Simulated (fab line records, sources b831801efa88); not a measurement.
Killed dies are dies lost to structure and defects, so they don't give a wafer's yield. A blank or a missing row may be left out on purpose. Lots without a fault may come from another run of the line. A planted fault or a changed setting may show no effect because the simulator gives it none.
fab line records | flow gf180mcu
record lots=14 wafers=42 last_day=34
route steps=602 shown NWELL@49 HV_LDD@192 SAB@275 CONTACT@302
lots that met no fault: from a run of the same line without faults
start_h: hours from the record's first day to the start of the lot's first wafer shown | wait_h: hours since the lot's step before | " the same as in the row above | L1.1+2: a row that stands for several wafers | - no value, or no start given | * or withheld: withheld | < > ~ a bound
route shown NAME@n: a module of which the file shows steps, and the number in the route of the first | usual: mean/standard deviation of fault-free wafers | same: alike in all rows | chamber/n: place in a boat | sites: the reading at each site | _std_site: their standard deviation | _edge_site: outer sites' mean less inner sites' | radius_mm: how far each site lies from the wafer's centre | mask NAME#n: copy n | behind: the tool/chamber that last shaped the wafer | hold: why the lot was held/for how many hours/how that ended | device: the transistor (n, p or np) that didn't switch | end of line: the same wafers' tests at the end of the route | a step without rows: its recipe alone | killed: dies lost to structure and defects at the first sort, not the wafer's yield | map: a wafer's dies, x killed, . not, _ none there
set.NAME: the setting as run; set.NAME@STEP: as run at that earlier step | model.NAME: the simulator's own value behind a step, which no gauge read
steps of the route over a sample of lots; a table a step, a row a wafer
services: from which hour (start_h, from the record's first day; less than 0 if before it) a tool's chamber was out of use, for how many hours, and why
## steps
# step GF_NWELL_OVL_MEAS_07
# usual NWELL_OVL=-0.6/1.4
# columns lot.wafer tool chamber start_h wait_h NWELL_OVL[nm]
L304.4 overlay-02 - 60.77 - -0.2
L304.5 " - " " -0.1
L304.6 " - " " -0.5
L305.1 overlay-01 - 66.06 - 2.3
L305.2 " - " " 1.5
L305.6 " - " " 1.4
L306.4 overlay-01 - 77.88 - -1.6
L306.5 " - " " -0.3
L306.6 " - " " -2.7
L308.2 overlay-01 - 84.56 - 0.0
L308.3 " - " " 1.6
L308.5 " - " " 0.2
L309.2 overlay-01 - 91.61 - 0.1
L309.4 " - " " 1.0
L309.6 " - " " 2.2
L311.1 overlay-02 - 100.31 - -3.0
L311.2 " - " " 0.7
L311.4 " - " " -0.4
L315.1 overlay-01 - 119.11 - 1.9
L315.2 " - " " -1.0
L315.5 " - " " 2.5
L316.3 overlay-01 - 127.57 - -0.2
L316.5 " - " " -0.1
L316.6 " - " " -1.2
L317.2 overlay-01 - 132.27 - -0.1
L317.4 " - " " -0.6
L317.5 " - " " -0.8
L319.2 overlay-01 - 142.42 - -1.0
L319.5 " - " " -1.1
L319.6 " - " " -0.9
L320.2 overlay-02 - 149.57 - -1.1
L320.3 " - " " 0.2
L320.6 " - " " -4.4
L324.1 overlay-01 - 169.86 - 1.0
L324.4 " - " " -0.7
L324.6 " - " " -0.2
L325.2 overlay-01 - 174.86 - -0.3
L325.3 " - " " 1.5
L325.5 " - " " 2.5
L326.1 overlay-02 - 180.61 - -1.4
L326.3 " - " " -1.6
L326.6 " - " " -0.9
# step GF_HV_LDD_EXPOSE_16
# recipe mask_id=Pplus_LV_AREA target_cd_nm=400 na=0.6 source_shape=conventional sigma_outer=0.6 dose_mj=140
# same na=0.6
# columns lot.wafer tool chamber start_h wait_h mask
L304.4+5+6 iline_stepper-01 0 230.66 - Pplus_LV_AREA#0
L305.1+2+6 iline_stepper-02 0 242.58 - Pplus_LV_AREA#0
L306.4+5+6 iline_stepper-01 0 255.58 - Pplus_LV_AREA#0
L308.2+3+5 iline_stepper-02 0 266.37 - Pplus_LV_AREA#0
L309.2+4+6 iline_stepper-02 0 273.47 - Pplus_LV_AREA#0
L311.1+2+4 iline_stepper-01 0 286.95 - Pplus_LV_AREA#0
L315.1+2+5 iline_stepper-02 0 315.51 - Pplus_LV_AREA#0
L316.3+5+6 iline_stepper-01 0 322.39 - Pplus_LV_AREA#0
L317.2+4+5 iline_stepper-02 0 328.60 - Pplus_LV_AREA#0
L319.2+5+6 iline_stepper-02 0 343.55 - Pplus_LV_AREA#0
L320.2+3+6 iline_stepper-02 0 351.57 - Pplus_LV_AREA#0
L324.1+4+6 iline_stepper-01 0 382.89 - Pplus_LV_AREA#0
L325.2+3+5 iline_stepper-01 0 386.87 - Pplus_LV_AREA#0
L326.1+3+6 iline_stepper-01 0 394.85 - Pplus_LV_AREA#0
# step GF_HV_LDD_OVL_MEAS_20
# usual HV_LDD_01_OVL=-0.6/1.3
# columns lot.wafer tool chamber start_h wait_h HV_LDD_01_OVL[nm]
L304.4 overlay-01 - 239.29 0.1 1.9
L304.5 " - " " -0.6
L304.6 " - " " 1.4
L305.1 overlay-01 - 251.78 0.1 -0.2
L305.2 " - " " -3.1
L305.6 " - " " -2.0
L306.4 overlay-02 - 264.24 0.1 -2.0
L306.5 " - " " -0.9
L306.6 " - " " -1.9
L308.2 overlay-02 - 276.47 0.1 0.1
L308.3 " - " " 0.8
L308.5 " - " " -0.8
L309.2 overlay-01 - 283.03 0.1 -1.6
L309.4 " - " " -1.3
L309.6 " - " " -1.3
L311.1 overlay-01 - 296.92 0.1 1.5
L311.2 " - " " 1.1
L311.4 " - " " 0.0
L315.1 overlay-02 - 325.57 0.1 -75.0
L315.2 " - " " -75.2
L315.5 " - " " -75.1
L316.3 overlay-02 - 332.74 0.1 -2.5
L316.5 " - " " -0.9
L316.6 " - " " -2.7
L317.2 overlay-02 - 339.22 0.1 -78.6
L317.4 " - " " -76.5
L317.5 " - " " -76.2
L319.2 overlay-02 - 354.17 0.1 -76.2
L319.5 " - " " -76.3
L319.6 " - " " -78.2
L320.2 overlay-01 - 362.62 0.1 -73.8
L320.3 " - " " -75.3
L320.6 " - " " -75.1
L324.1 overlay-01 - 394.12 0.1 -0.3
L324.4 " - " " 1.3
L324.6 " - " " -0.2
L325.2 overlay-02 - 398.32 0.1 -2.0
L325.3 " - " " -2.0
L325.5 " - " " -2.6
L326.1 overlay-02 - 406.72 0.1 -1.8
L326.3 " - " " -2.7
L326.6 " - " " -2.1
# step GF_SAB_ETCH_11
# recipe chemistry=C4F8/O2/Ar mask_material=NOVOLAK target=SiO2 target_depth_nm=55 source_w=1500 bias_w=1200 pressure_mtorr=40 c4f8_flow_sccm=withheld O2_flow_sccm=6 Ar_flow_sccm=300 time_s=8.5
# usual oes_product_au=0.996/0.012
# columns lot.wafer tool chamber start_h wait_h oes_product_au rf_hours_counter_h
L304.4 rie_diel-01 2 343.31 0.0 1.009 66
L304.5 " 3 " " 0.992 -
L304.6 " 0 " " 0.987 -
L305.1 rie_diel-01 0 357.21 0.0 0.985 64
L305.2 " 1 " " 0.986 71
L305.6 " 0 " " 0.981 -
L306.4 rie_diel-01 1 373.41 0.0 0.988 72
L306.5 " 1 " " 0.981 -
L306.6 " 0 " " 0.988 -
L308.2 rie_diel-01 0 386.06 0.0 0.986 64
L308.3 " 2 " " 1.008 67
L308.5 " 2 " " 1.007 -
L309.2 rie_diel-03 0 393.85 0.0 1.003 73
L309.4 " 1 " " 1.011 -
L309.6 " 2 " " 1.020 -
L311.1 rie_diel-01 0 409.41 0.0 0.995 65
L311.2 " 1 " " 0.977 73
L311.4 " 2 " " 1.012 68
L315.1 rie_diel-01 3 445.71 0.0 0.985 1
L315.2 " 0 " " 0.992 65
L315.5 " 1 " " 1.000 -
L316.3 rie_diel-01 2 453.70 0.0 1.013 69
L316.5 " 1 " " 0.989 -
L316.6 " 2 " " 1.005 -
L317.2 rie_diel-02 0 458.51 0.0 0.981 5
L317.4 " 1 " " 0.979 17
L317.5 " 1 " " 0.993 -
L319.2 rie_diel-03 2 476.66 0.0 0.999 5
L319.5 " 3 " " 0.988 -
L319.6 " 2 " " 1.001 -
L320.2 rie_diel-01 0 485.85 0.0 0.977 66
L320.3 " 3 " " 0.980 2
L320.6 " 3 " " 0.990 -
L324.1 rie_diel-01 3 520.75 0.0 0.984 2
L324.4 " 1 " " 0.991 75
L324.6 " 1 " " 0.993 -
L325.2 rie_diel-03 2 522.40 0.0 1.002 6
L325.3 " 0 " " 0.994 76
L325.5 " 0 " " 0.999 -
L326.1 rie_diel-02 0 529.90 0.0 1.006 8
L326.3 " 2 " " 1.009 92
L326.6 " 0 " " 1.009 -
# step GF_CONTACT_OVL_MEAS_15
# usual CONTACT_OVL=7/6
# columns lot.wafer tool chamber start_h wait_h CONTACT_OVL[nm]
L304.4 overlay-02 - 366.84 0.1 -2
L304.5 " - " " 11
L304.6 " - " " -1
L305.1 overlay-02 - 380.67 0.1 9
L305.2 " - " " 4
L305.6 " - " " 5
L306.4 overlay-01 - 397.73 0.1 7
L306.5 " - " " 23
L306.6 " - " " 8
L308.2 overlay-01 - 411.77 0.1 8
L308.3 " - " " 7
L308.5 " - " " 8
L309.2 overlay-02 - 419.28 0.1 -1
L309.4 " - " " -2
L309.6 " - " " -5
L311.1 overlay-01 - 434.47 0.1 5
L311.2 " - " " 0
L311.4 " - " " 0
L315.1 overlay-02 - 471.92 0.1 -11
L315.2 " - " " 8
L315.5 " - " " -3
L316.3 overlay-01 - 479.38 0.1 16
L316.5 " - " " 12
L316.6 " - " " 6
L317.2 overlay-01 - 484.32 0.1 8
L317.4 " - " " 14
L317.5 " - " " 6
L319.2 overlay-01 - 502.03 0.1 2
L319.5 " - " " 4
L319.6 " - " " 0
L320.2 overlay-01 - 510.68 0.1 6
L320.3 " - " " 8
L320.6 " - " " 5
L324.1 overlay-02 - 545.27 0.1 12
L324.4 " - " " 9
L324.6 " - " " 9
L325.2 overlay-02 - 545.68 0.1 11
L325.3 " - " " 5
L325.5 " - " " 7
L326.1 overlay-01 - 554.36 0.1 7
L326.3 " - " " 5
L326.6 " - " " 7
## services
# columns tool chamber start_h hours kind
rie_diel-03 2 207.79 6.6 repair
rie_diel-01 3 216.30 7.1 repair
rie_diel-02 - 227.47 1.0 repair
iline_stepper-02 - 245.33 2.4 repair
iline_stepper-02 - 247.37 7.1 repair
rie_diel-02 0 270.66 4.0 repair
rie_diel-01 0 271.98 14.5 repair
rie_diel-03 0 272.05 1.9 repair
iline_stepper-01 - 281.61 1.7 pm
iline_stepper-01 - 301.42 2.1 pm
rie_diel-03 - 306.05 1.2 repair
rie_diel-03 2 313.07 5.2 repair
iline_stepper-02 - 317.00 1.7 pm
rie_diel-03 - 363.10 2.8 pm
iline_stepper-01 - 372.01 0.8 pm
rie_diel-03 - 374.45 14.2 repair
iline_stepper-02 - 377.88 12.2 repair
rie_diel-01 1 391.42 3.5 repair
rie_diel-01 - 400.30 0.2 repair
iline_stepper-01 - 418.63 15.9 repair
iline_stepper-02 - 430.25 3.3 repair
iline_stepper-02 - 461.83 6.6 repair
rie_diel-01 2 482.70 14.0 repair
iline_stepper-01 - 499.79 1.7 pm
## key
first_sign step=GF_HV_LDD_OVL_MEAS_20 reading=HV_LDD_01_OVL direction=down sigmas=57 usual=-0.6 struck=-76.0
effect none on later readings
met_at GF_HV_LDD_EXPOSE_16
struck_lots L315,L317,L319,L320
tester_left_out L315,L317,L319,L320
not_acting_at GF_NWELL_OVL_MEAS_07,GF_SAB_ETCH_11,GF_CONTACT_OVL_MEAS_15
onset_between 273.47 315.51
fault kind=scanner_matching_overlay tool=iline_stepper-02 chamber=- onset_h=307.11 steps=GF_HV_LDD_EXPOSE_16 offset=-75.243
# tester_left_out: of these lots the tester's yield and bins aren't shown, on N5 and GAA mostly nor the transistor test; their killed dies are dies lost to structure and defects alone, not to doping, threshold or leakage, so they don't give the yield
